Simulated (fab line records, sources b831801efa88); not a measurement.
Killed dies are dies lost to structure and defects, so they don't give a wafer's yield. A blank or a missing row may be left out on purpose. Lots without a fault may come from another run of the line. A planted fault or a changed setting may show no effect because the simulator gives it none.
Which tool did it? | flow sfq_line | 13 lots, 39 wafers sampled, at 4 steps of a route of 325

WHAT THE GAUGES READ, wafer by wafer
SFQ_L0V_OVL_MEAS_903.
lot  | measured     | on         | L0V_OVL (nm)
L453 | day 7 17:05  | overlay-02 | 6 3 -1
L454 | day 7 20:42  | overlay-01 | -6 -11 -9
L455 | day 7 21:53  | overlay-02 | -14 -9 -10
L459 | day 9 20:36  | overlay-02 | -4 -6 -10
L461 | day 10 19:23 | overlay-02 | -9 -5 -5
L462 | day 11 03:48 | overlay-01 | -7 0 -8
L464 | day 11 20:28 | overlay-01 | 7 0 6
L466 | day 12 14:29 | overlay-01 | 2 -2 2
L467 | day 12 23:05 | overlay-02 | 2 0 5
L468 | day 13 02:42 | overlay-02 | 5 16 6
L470 | day 13 11:05 | overlay-02 | -4 -3 3
L471 | day 13 17:05 | overlay-02 | 3 4 -2
L474 | day 14 17:00 | overlay-01 | -12 -14 -13

SFQ_M2_RS_MEAS_914: measures by four-point-probe.
lot  | measured     | on            | M2_NB_RS (ohm/sq)
L453 | day 24 15:26 | film_metro-02 | 0.882 0.873 0.877
L454 | day 24 18:46 | film_metro-03 | 0.885 0.882 0.890
L455 | day 24 21:26 | film_metro-04 | 0.879 0.886 0.887
L459 | day 27 05:14 | film_metro-02 | 0.899 0.903 0.898
L461 | day 29 10:02 | film_metro-04 | 0.894 0.888 0.889
L462 | day 36 11:59 | film_metro-03 | 0.886 0.889 0.881
L464 | day 37 07:40 | film_metro-03 | 0.672 0.876 0.877
L466 | day 38 14:17 | film_metro-02 | 0.887 0.892 0.892
L467 | day 38 20:15 | film_metro-02 | 0.889 0.886 0.885
L468 | day 39 03:29 | film_metro-04 | 0.893 0.889 0.897
L470 | day 39 19:07 | film_metro-04 | 0.885 0.891 0.894
L471 | day 40 02:18 | film_metro-03 | 0.893 0.889 0.892
L474 | day 40 15:27 | film_metro-03 | 0.907 0.903 0.893

WHICH TOOL RAN EACH LOT (tool, then ch and the chambers of the sampled wafers, then the start)
lot  | SFQ_TRILAYER_I0_VIA_BARC_OPEN_VIA_ETCH_046 | SFQ_TRILAYER_M2_DEP_SPUTTER_055
L453 | rie_diel-02 ch 0,2,3, day 17 12:08         | pvd_sputter-05, day 24 15:21
L454 | rie_diel-01 ch 2,3, day 17 14:32           | pvd_sputter-06, day 24 18:39
L455 | rie_diel-03 ch 0,3, day 17 16:56           | pvd_sputter-05, day 24 21:21
L459 | rie_diel-03 ch 1,2, day 19 18:58           | pvd_sputter-04, day 27 05:06
L461 | rie_diel-02 ch 0,1,3, day 21 19:06         | pvd_sputter-04, day 29 09:56
L462 | rie_diel-02 ch 0,1,3, day 22 03:37         | pvd_sputter-06, day 36 11:52
L464 | rie_diel-02 ch 0,3, day 23 06:45           | pvd_sputter-05, day 37 07:34
L466 | rie_diel-02 ch 1,2, day 24 17:33           | pvd_sputter-06, day 38 14:10
L467 | rie_diel-03 ch 0,3, day 25 01:57           | pvd_sputter-06, day 38 20:10
L468 | rie_diel-02 ch 0,2,3, day 25 06:45         | pvd_sputter-06, day 39 03:22
L470 | rie_diel-03 ch 0,1,3, day 25 22:49         | pvd_sputter-06, day 39 19:02
L471 | rie_diel-03 ch 0,1,3, day 26 02:38         | pvd_sputter-06, day 40 02:13
L474 | rie_diel-03 ch 0,1,3, day 27 05:33         | pvd_sputter-04, day 40 15:22
- SFQ_TRILAYER_I0_VIA_BARC_OPEN_VIA_ETCH_046: etches BARC in O2, target depth 125 nm, time 41.7 s.
- SFQ_TRILAYER_M2_DEP_SPUTTER_055: material Nb, target thk 200 nm, time 133.3 s.

WHAT THE TOOLS THEMSELVES READ (means of the sampled wafers that have a number; where no wafer has one, the mark that the record gives instead)
SFQ_TRILAYER_I0_VIA_BARC_OPEN_VIA_ETCH_046.
lot  | tool        | bias_w (W) | drypump_motor_current_A (A) | oes_product_au (a.u.)
L453 | rie_diel-02 | 80.17      | 5.5                         | 0.686
L454 | rie_diel-01 | 79.98      | 6.2                         | 0.687
L455 | rie_diel-03 | 79.89      | 5.4                         | 0.684
L459 | rie_diel-03 | 79.64      | 5.8                         | 0.686
L461 | rie_diel-02 | 79.93      | 5.5                         | 0.683
L462 | rie_diel-02 | 80.19      | 5.5                         | 0.687
L464 | rie_diel-02 | 80.19      | 5.3                         | 0.683
L466 | rie_diel-02 | 79.91      | 6.1                         | 0.685
L467 | rie_diel-03 | 80.18      | 5.7                         | 0.685
L468 | rie_diel-02 | 79.97      | 5.5                         | 0.685
L470 | rie_diel-03 | 80.17      | 5.7                         | 0.688
L471 | rie_diel-03 | 79.89      | 5.7                         | 0.686
L474 | rie_diel-03 | 80.14      | 5.7                         | 0.685

SFQ_TRILAYER_M2_DEP_SPUTTER_055.
lot  | tool           | chamber_pressure_pa (Pa) | throttle_valve_pct (%)
L453 | pvd_sputter-05 | 0.13327                  | 30.6
L454 | pvd_sputter-06 | 0.13333                  | 29.9
L455 | pvd_sputter-05 | 0.13333                  | 30.6
L459 | pvd_sputter-04 | 0.13296                  | 30.1
L461 | pvd_sputter-04 | 0.13355                  | 30.0
L462 | pvd_sputter-06 | 0.13350                  | 28.9
L464 | pvd_sputter-05 | 0.13330                  | 30.8
L466 | pvd_sputter-06 | 0.13323                  | 29.7
L467 | pvd_sputter-06 | 0.13333                  | 29.6
L468 | pvd_sputter-06 | 0.13329                  | 29.7
L470 | pvd_sputter-06 | 0.13336                  | 30.0
L471 | pvd_sputter-06 | 0.13334                  | 29.0
L474 | pvd_sputter-04 | 0.13352                  | 30.4

THE ANSWER, worked out from the rows above alone
Rule: what is usual is taken from the lots themselves. Put in order of their means at a reading, lots are off if they are a third of the lots or fewer, leave a main group of 4 or more, and stand apart from it by a gap of 3 or more times the standard deviation of the main group's means; of several such gaps the widest counts. A main group whose means are all the same, to the digits that the tables above print for the reading, isn't used. A lot without any number at a reading at which 4 lots or more have one is off too. The other lots that the step has rows for count as sound. The gauges are gone through in route order, then the tools' own readings, and for those a lot's mean is taken as printed above. The first step at which some lot is off is used, and at that step the reading that is off furthest; a lot without a number counts as furthest.
Off: L464, at SFQ_M2_RS_MEAS_914 (M2_NB_RS). The main group: mean 0.890 ohm/sq, standard deviation 0.0063.
A tool fits if, at a process step before that reading, it ran every lot that is off, and no sound lot after the first of them. The gauges at SFQ_M2_RS_MEAS_914 are tried like those tools. One fits: pvd_sputter-05 at SFQ_TRILAYER_M2_DEP_SPUTTER_055. Its last sound lot is L455 (day 24 21:21), its first lot that is off L464 (day 37 07:34): a fault that began between those two fits.

WHAT THE SIMULATOR HAD PUT IN
Process parameter drift: pvd_sputter-05, from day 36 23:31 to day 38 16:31, at SFQ_TRILAYER_M2_DEP_SPUTTER_055. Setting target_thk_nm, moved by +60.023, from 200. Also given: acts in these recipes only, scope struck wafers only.
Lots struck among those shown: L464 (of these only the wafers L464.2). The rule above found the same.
